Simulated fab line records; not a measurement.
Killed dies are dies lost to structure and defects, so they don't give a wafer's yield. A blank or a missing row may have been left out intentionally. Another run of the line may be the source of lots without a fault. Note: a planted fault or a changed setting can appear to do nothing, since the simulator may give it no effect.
fab line records	flow sky130
record: lots: 13	wafers: 39	lastDay: 50
route steps=708 shown CONTACT@427 METAL5@675 PASSIVATION@681 PAD_OPEN@702
lots with no fault: from the same line, run without faults
startH: start of the lot's first displayed wafer, in hours after the record's first day	waitH: hours elapsed since this lot's preceding step	" as in the row above	L1.1+2: several wafers, shown together as one row	- no value, or no start given	* or withheld: withheld	< > ~ a bound
route shown NAME@n: names a module that has steps shown in the file, with the first one's number in the route	usual: average and standard deviation across the fault-free wafers	same: alike in all rows	chamber/n: place in a boat	sites: per-site readings	_std_site: standard deviation of those values	_edge_site: inner sites' mean taken away from outer sites' mean	radiusMm: for every site, how far away it sits from the centre of the wafer	mask NAME#n: copy n	behind: the most recent tool/chamber to have shaped the wafer	hold: the reason the lot was held/the length of the hold in hours/how it ended	device: transistor that didn't switch, given as n, p or np	end of line: tests of these same wafers at the route's end	a step without rows: its recipe alone	killed: dies that structure and defects cost at the first sort, which is not the same as the wafer's yield	map: dies across one wafer; x = killed, . = not, _ = none there
set.NAME: setting as actually run; set.NAME@STEP: the setting as run at that earlier step	model.NAME: the simulator's own value behind a step, which no gauge read
one table for each step of the route and one row for each wafer, over a sample of lots
services: the hour from which a tool's chamber was out of use, counted from the record's first day as startH (under 0 if before that day), plus the number of hours and why
== steps ==
step: SKY_CONTACT_CLEAN_21
recipe: chemistry: IPA	timeS: 180	tempC: 25
lot.wafer	tool	chamber	startH	waitH
L682.2+3+4	wetBench-01	1	727.30	0.0
L683.3+5+6	wetBench-03	3	744.33	0.0
L687.1+4+6	wetBench-02	2	768.19	0.0
L689.3+4+6	wetBench-01	1	800.10	0.0
L690.1+4+5	wetBench-01	2	820.14	0.0
L694.1+3+4	wetBench-03	3	834.47	0.0
L697.1+3+6	wetBench-02	2	869.07	0.0
L699.2+5+6	wetBench-01	3	879.00	0.0
L700.4+5+6	wetBench-02	2	880.25	0.0
L701.2+5+6	wetBench-02	1	881.78	0.0
L703.1+2+5	wetBench-02	1	892.09	0.0
L702.3+4+5	wetBench-02	1	893.07	0.0
L704.1+3+4	wetBench-03	2	901.70	0.0
step: SKY_METAL5_DESCUM_14
recipe: chemistry: O2	sourcePowerW: 150	biasPowerW: 0	pressureMtorr: 10	tempC: 40	timeS: 11
usual: drypumpMotorCurrentA: 5.81/0.27	oesProductAu: 0.999/0.012
same: biasPowerW: 0
lot.wafer	tool	chamber	startH	waitH	drypumpMotorCurrentA	oesProductAu	rfHoursCounterH
L682.2	rieMetal-04	1	1018.54	0.1	5.33	0.982	4
L682.3	"	1	"	"	5.34	0.998	-
L682.4	"	0	"	"	6.12	1.014	-
L683.3	rieMetal-03	1	1036.40	0.1	5.72	1.006	-
L683.5	"	0	"	"	5.75	1.023	-
L683.6	"	1	"	"	5.70	1.010	-
L687.1	rieMetal-04	1	1056.14	0.1	5.33	0.978	6
L687.4	"	1	"	"	5.32	0.995	-
L687.6	"	0	"	"	6.15	1.013	-
L689.3	rieMetal-03	0	1077.86	0.1	5.75	0.998	-
L689.4	"	1	"	"	5.70	1.010	-
L689.6	"	0	"	"	5.72	1.008	-
L690.1	rieMetal-02	0	1095.59	0.1	6.19	0.994	19
L690.4	"	0	"	"	6.19	0.994	-
L690.5	"	0	"	"	6.19	0.998	-
L694.1	rieMetal-03	1	1105.50	0.1	5.70	0.988	13
L694.3	"	1	"	"	5.72	0.986	-
L694.4	"	0	"	"	5.76	1.001	-
L697.1	rieMetal-03	1	1131.41	0.1	5.70	1.001	15
L697.3	"	0	"	"	5.79	1.016	-
L697.6	"	1	"	"	5.71	0.999	-
L699.2	rieMetal-04	0	1136.02	0.1	6.16	1.013	-
L699.5	"	0	"	"	6.16	1.007	-
L699.6	"	0	"	"	6.14	0.998	-
L700.4	rieMetal-03	1	1136.67	0.1	5.71	1.002	-
L700.5	"	1	"	"	5.69	1.004	-
L700.6	"	0	"	"	5.78	1.008	-
L701.2	rieMetal-03	1	1147.54	0.1	5.72	0.991	17
L701.5	"	0	"	"	5.78	0.997	-
L701.6	"	1	"	"	5.72	0.995	-
L703.1	rieMetal-02	1	1149.70	0.1	5.87	0.995	6
L703.2	"	0	"	"	6.17	0.991	23
L703.5	"	1	"	"	5.84	1.006	-
L702.3	rieMetal-04	0	1153.45	0.1	6.20	1.013	-
L702.4	"	1	"	"	5.33	0.994	-
L702.5	"	1	"	"	5.32	0.994	-
L704.1	rieMetal-04	0	1157.66	0.1	6.17	1.013	24
L704.3	"	0	"	"	6.17	1.013	-
L704.4	"	1	"	"	5.35	0.988	-
step: SKY_PASSIVATION_CVD_00
recipe: material: SiO2	targetThkNm: 90	tempC: 400	timeS: withheld	rfW: 600
usual: heaterPowerW: 737/98
lot.wafer	tool	chamber	startH	waitH	heaterPowerW
L682.2	pecvd-03	2	1019.40	0.0	805
L682.3	"	2	"	"	802
L682.4	"	0	"	"	736
L683.3	pecvd-01	0	1037.25	0.0	575
L683.5	"	2	"	"	644
L683.6	"	0	"	"	593
L687.1	pecvd-03	2	1057.00	0.0	812
L687.4	"	0	"	"	738
L687.6	"	2	"	"	809
L689.3	pecvd-03	2	1078.74	0.0	946
L689.4	"	0	"	"	687
L689.6	"	2	"	"	930
L690.1	pecvd-03	2	1096.45	0.0	942
L690.4	"	1	"	"	838
L690.5	"	2	"	"	972
L694.1	pecvd-02	0	1106.40	0.0	719
L694.3	"	2	"	"	633
L694.4	"	0	"	"	703
L697.1	pecvd-02	0	1132.36	0.0	622
L697.3	"	2	"	"	642
L697.6	"	1	"	"	825
L699.2	pecvd-03	0	1137.54	0.0	738
L699.5	"	0	"	"	748
L699.6	"	2	"	"	930
L700.4	pecvd-02	0	1137.58	0.0	754
L700.5	"	2	"	"	651
L700.6	"	1	"	"	745
L701.2	pecvd-01	1	1148.40	0.0	757
L701.5	"	1	"	"	754
L701.6	"	2	"	"	753
L703.1	pecvd-02	1	1150.57	0.0	827
L703.2	"	0	"	"	754
L703.5	"	2	"	"	649
L702.3	pecvd-03	2	1154.42	0.0	906
L702.4	"	0	"	"	733
L702.5	"	2	"	"	895
L704.1	pecvd-01	0	1158.57	0.0	516
L704.3	"	2	"	"	724
L704.4	"	0	"	"	530
step: SKY_PAD_OPEN_STRIP_08
recipe: chemistry: O2/N2	powerW: 1400	pressureMtorr: 1500	platenTempC: withheld	overashFraction: 0.7	o2FlowSccm: 3000	n2FlowSccm: 300
usual: drypumpMotorCurrentA: 5.6/0.39	o2FlowSccm: 2999/8.1	oesProductAu: 0.663/0.0049	stripTimeToEndpointS: 37.06/0.11
lot.wafer	tool	chamber	startH	waitH	drypumpMotorCurrentA	o2FlowSccm	oesProductAu	rfHoursCounterH	stripTimeToEndpointS
L682.2	plasmaAsher-02	0	1063.44	0.1	5.7	3006	0.666	72	36.97
L682.3	"	0	"	"	5.7	3009	0.659	-	37.12
L682.4	"	1	"	"	5.4	2984	0.666	-	36.99
L683.3	plasmaAsher-04	0	1079.49	0.1	6.3	2993	0.669	-	36.85
L683.5	"	1	"	"	5.0	2991	0.663	-	37.00
L683.6	"	0	"	"	6.3	3003	0.663	-	36.91
L687.1	plasmaAsher-04	1	1098.84	0.1	5.0	2994	0.664	31	37.05
L687.4	"	0	"	"	6.3	3002	0.660	-	37.11
L687.6	"	0	"	"	6.3	3012	0.657	-	37.09
L689.3	plasmaAsher-04	1	1115.44	0.1	5.0	2988	0.671	-	37.06
L689.4	"	0	"	"	6.3	2999	0.663	-	37.26
L689.6	"	1	"	"	5.0	2986	0.670	-	37.29
L690.1	plasmaAsher-02	1	1127.64	0.1	5.4	3000	0.665	73	37.02
L690.4	"	0	"	"	5.7	2984	0.666	-	37.00
L690.5	"	0	"	"	5.7	2995	0.659	-	37.00
L694.1	plasmaAsher-01	0	1138.57	0.1	5.3	2988	0.663	96	37.15
L694.3	"	0	"	"	5.4	3001	0.659	-	37.15
L694.4	"	1	"	"	5.7	2989	0.660	-	37.06
L697.1	plasmaAsher-01	1	1168.97	0.1	5.7	3006	0.668	98	36.90
L697.3	"	0	"	"	5.4	2988	0.661	-	36.90
L697.6	"	1	"	"	5.7	2991	0.659	-	36.96
L699.2	plasmaAsher-01	0	1173.22	0.1	5.4	2995	0.668	99	36.99
L699.5	"	0	"	"	5.4	2994	0.663	-	37.02
L699.6	"	1	"	"	5.7	3002	0.663	-	37.10
L700.4	plasmaAsher-01	0	1173.69	0.0	5.4	2994	0.667	-	37.13
L700.5	"	0	"	"	5.4	2991	0.670	-	37.24
L700.6	"	1	"	"	5.7	3002	0.669	-	37.22
L701.2	plasmaAsher-02	1	1182.89	0.1	5.4	3002	0.664	79	37.04
L701.5	"	0	"	"	5.7	3010	0.670	-	37.10
L701.6	"	1	"	"	5.4	3000	0.668	-	37.13
L703.1	plasmaAsher-02	0	1184.84	0.1	5.7	3017	0.653	79	37.12
L703.2	"	1	"	"	5.4	2998	0.658	79	37.05
L703.5	"	0	"	"	5.7	3016	0.667	-	37.10
L702.3	plasmaAsher-04	1	1188.08	0.1	5.0	2994	0.666	-	37.03
L702.4	"	0	"	"	6.2	2999	0.659	-	37.13
L702.5	"	1	"	"	5.0	3001	0.665	-	37.10
L704.1	plasmaAsher-04	1	1191.87	0.1	5.0	2991	0.662	40	36.96
L704.3	"	1	"	"	5.0	2995	0.661	-	36.92
L704.4	"	0	"	"	6.2	3008	0.668	-	36.97
step: SKY_PAD_OPEN_PROBE_99
usual: killed_at_M0_to_M3: 44/6.4	killed_at_M4_up: 3.6/2.1	killedAtContacts: 23/5.1	killedAtFrontEnd: 15/4.3	killedAtOther: 0.3/0.56	killedDies: 86/9	killedOpen: 47/6.4	killedShort: 39/5.8
same: grossDies: 492	killedAtBackSide: 0
lot.wafer	tool	chamber	startH	waitH	killed_at_M0_to_M3	killed_at_M4_up	killedAtContacts	killedAtFrontEnd	killedAtOther	killedDies	killedOpen	killedShort
L689.3	prober-01	-	1119.43	0.2	44	6	62	8	0	120	44	34
L689.4	prober-01	-	1119.48	0.2	38	2	69	10	1	120	44	31
L689.6	prober-01	-	1119.58	0.2	50	2	60	11	0	123	42	36
L690.1	prober-02	-	1129.87	0.1	35	3	65	9	0	112	39	25
L690.4	prober-02	-	1130.02	0.2	46	4	69	12	0	131	38	41
L690.5	prober-02	-	1130.07	0.2	45	3	62	12	0	122	38	36
L699.2	prober-01	-	1175.61	0.1	40	3	32	15	0	90	52	38
L699.5	prober-01	-	1175.76	0.2	48	6	25	13	0	92	56	36
L699.6	prober-01	-	1175.81	0.2	50	3	30	18	0	101	65	36
L701.2	prober-01	-	1185.16	0.1	40	7	22	20	0	89	56	31
L701.5	prober-01	-	1185.31	0.2	35	4	20	13	0	72	35	37
L701.6	prober-01	-	1185.36	0.2	54	5	27	22	1	109	53	54
L704.1	prober-01	-	1194.52	0.1	47	2	27	16	0	92	53	39
L704.3	prober-01	-	1194.62	0.2	35	4	15	17	0	71	37	34
L704.4	prober-01	-	1194.67	0.2	50	2	26	10	1	89	49	39
killed by level:class
L689.3 CONTACT:unspecified=42 VIA1:geometricParticle:open=12 CONTACT:geometricParticle:open=9 VIA1:geometricParticle:short=8 LI_CONTACT:geometricParticle:open=6 METAL4:geometricParticle:short=6 VIA2:geometricParticle:short=5 VIA2:geometricParticle:open=5
L689.4 CONTACT:unspecified=45 VIA2:geometricParticle:open=10 CONTACT:geometricParticle:open=9 CONTACT:geometricParticle:short=8 LI_CONTACT:geometricParticle:open=7 VIA1:geometricParticle:open=6 METAL2:geometricParticle:short=6 VIA3:geometricParticle:open=5
L689.6 CONTACT:unspecified=45 VIA1:geometricParticle:open=13 METAL2:geometricParticle:short=9 LI_CONTACT:geometricParticle:open=7 VIA2:geometricParticle:open=7 FIELD_ISO:geometricParticle:short=4 CONTACT:geometricParticle:open=4 VIA1:geometricParticle:short=4
L690.1 CONTACT:unspecified=48 VIA2:geometricParticle:open=9 VIA1:geometricParticle:open=9 CONTACT:geometricParticle:open=7 LI_CONTACT:geometricParticle:open=6 METAL1:geometricParticle:short=5 FIELD_ISO:geometricParticle:open=4 VIA1:geometricParticle:short=4
L690.4 CONTACT:unspecified=51 VIA1:geometricParticle:open=9 VIA1:geometricParticle:short=9 METAL1:geometricParticle:short=7 VIA2:geometricParticle:open=7 CONTACT:geometricParticle:open=6 FIELD_ISO:geometricParticle:short=4 VIA3:geometricParticle:open=4
L690.5 CONTACT:unspecified=48 VIA1:geometricParticle:open=12 VIA2:geometricParticle:open=6 METAL1:geometricParticle:short=5 VIA3:geometricParticle:open=5 POLY_GATE:geometricParticle:short=4 CONTACT:geometricParticle:open=4 CONTACT:geometricParticle:short=4
L699.2 LI_CONTACT:geometricParticle:open=12 CONTACT:geometricParticle:open=7 VIA1:geometricParticle:open=7 VIA1:geometricParticle:short=6 VIA3:geometricParticle:open=6 LOCAL_INTERCONNECT:geometricParticle:short=5 POLY_GATE:geometricParticle:short=4 LI_CONTACT:geometricParticle:short=4
L699.5 VIA2:geometricParticle:open=12 VIA3:geometricParticle:open=10 CONTACT:geometricParticle:open=9 METAL1:geometricParticle:short=9 LI_CONTACT:geometricParticle:open=6 VIA1:geometricParticle:open=5 FIELD_ISO:geometricParticle:open=4 METAL3:geometricParticle:short=4
L699.6 CONTACT:geometricParticle:open=14 VIA1:geometricParticle:open=14 LI_CONTACT:geometricParticle:open=9 VIA2:geometricParticle:open=7 VIA3:geometricParticle:open=7 METAL1:geometricParticle:short=6 VIA1:geometricParticle:short=5 FIELD_ISO:geometricParticle:short=4
L701.2 VIA3:geometricParticle:open=13 CONTACT:geometricParticle:open=12 VIA1:geometricParticle:short=7 FIELD_ISO:geometricParticle:open=5 FIELD_ISO:geometricParticle:short=5 VIA1:geometricParticle:open=5 VIA2:geometricParticle:open=5 POLY_GATE:geometricParticle:open=4
L701.5 VIA3:geometricParticle:open=8 CONTACT:geometricParticle:open=7 METAL1:geometricParticle:short=6 VIA1:geometricParticle:open=6 POLY_GATE:geometricParticle:short=5 FIELD_ISO:geometricParticle:open=4 FIELD_ISO:geometricParticle:short=4 LI_CONTACT:geometricParticle:open=4
L701.6 FIELD_ISO:geometricParticle:short=13 VIA1:geometricParticle:open=12 METAL2:geometricParticle:short=10 CONTACT:geometricParticle:open=10 VIA1:geometricParticle:short=8 CONTACT:geometricParticle:short=7 VIA2:geometricParticle:open=7 FIELD_ISO:geometricParticle:open=5
L704.1 LI_CONTACT:geometricParticle:open=10 CONTACT:geometricParticle:open=8 METAL1:geometricParticle:short=8 VIA3:geometricParticle:open=8 FIELD_ISO:geometricParticle:open=7 VIA1:geometricParticle:short=7 VIA1:geometricParticle:open=7 VIA3:geometricParticle:short=6
L704.3 VIA1:geometricParticle:open=11 CONTACT:geometricParticle:open=7 FIELD_ISO:geometricParticle:short=5 METAL1:geometricParticle:short=5 CONTACT:geometricParticle:short=5 POLY_GATE:geometricParticle:open=4 METAL4:geometricParticle:short=4 METAL2:geometricParticle:short=3
L704.4 CONTACT:geometricParticle:open=12 VIA1:geometricParticle:open=9 VIA3:geometricParticle:open=9 VIA1:geometricParticle:short=8 CONTACT:geometricParticle:short=6 VIA2:geometricParticle:short=6 LI_CONTACT:geometricParticle:open=5 FIELD_ISO:geometricParticle:short=4
== services ==
tool	chamber	startH	hours	kind
rieMetal-03	-	704.44	28.1	pm
plasmaAsher-04	-	717.74	28.1	pm
rieMetal-04	1	720.38	2.7	repair
wetBench-02	-	720.64	1.0	repair
plasmaAsher-04	-	745.84	9.0	pm
rieMetal-03	1	751.98	2.3	repair
rieMetal-03	1	779.25	5.1	repair
pecvd-03	-	796.36	4.3	pm
rieMetal-03	1	825.27	60.9	repair
pecvd-03	-	856.43	2.8	pm
plasmaAsher-04	-	898.08	11.5	repair
pecvd-03	-	913.40	6.0	pm
plasmaAsher-04	-	941.08	2.4	repair
rieMetal-04	-	956.59	0.4	repair
rieMetal-03	-	963.67	1.1	repair
plasmaAsher-04	-	964.60	18.7	pm
rieMetal-04	0	965.27	18.7	repair
pecvd-03	0	966.18	3.3	repair
rieMetal-04	-	968.31	1.9	repair
rieMetal-04	-	974.83	5.6	repair
wetBench-02	-	978.72	2.2	repair
rieMetal-03	-	993.61	2.8	pm
plasmaAsher-04	-	1001.06	6.4	repair
plasmaAsher-04	-	1038.58	14.6	pm
== key ==
firstSign: step: SKY_PAD_OPEN_PROBE_99	reading: killedAtContacts	direction: up	sigmas: 8.1	usual: 23	struck: 64
effect: step: SKY_PAD_OPEN_PROBE_99	reading: killedDies	direction: up	sigmas: 3.9	usual: 86	struck: 121
metAt SKY_CONTACT_CLEAN_21
struckLots L689,L690
testerLeftOut L689,L690
notActingAt SKY_METAL5_DESCUM_14,SKY_PASSIVATION_CVD_00,SKY_PAD_OPEN_STRIP_08
onsetBetween 727.30 800.10
fault: kind: chamberParticleSource	tool: wetBench-01	chamber: -	onsetH: 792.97	steps: SKY_CONTACT_CLEAN_21	ratePerVisitCm2: 0.89932	endH: 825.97
testerLeftOut: of these lots the tester's yield and bins aren't shown, on N5 and GAA mostly nor the transistor test; their killed dies are dies lost to structure and defects alone, not to doping, threshold or leakage, so they don't give the yield
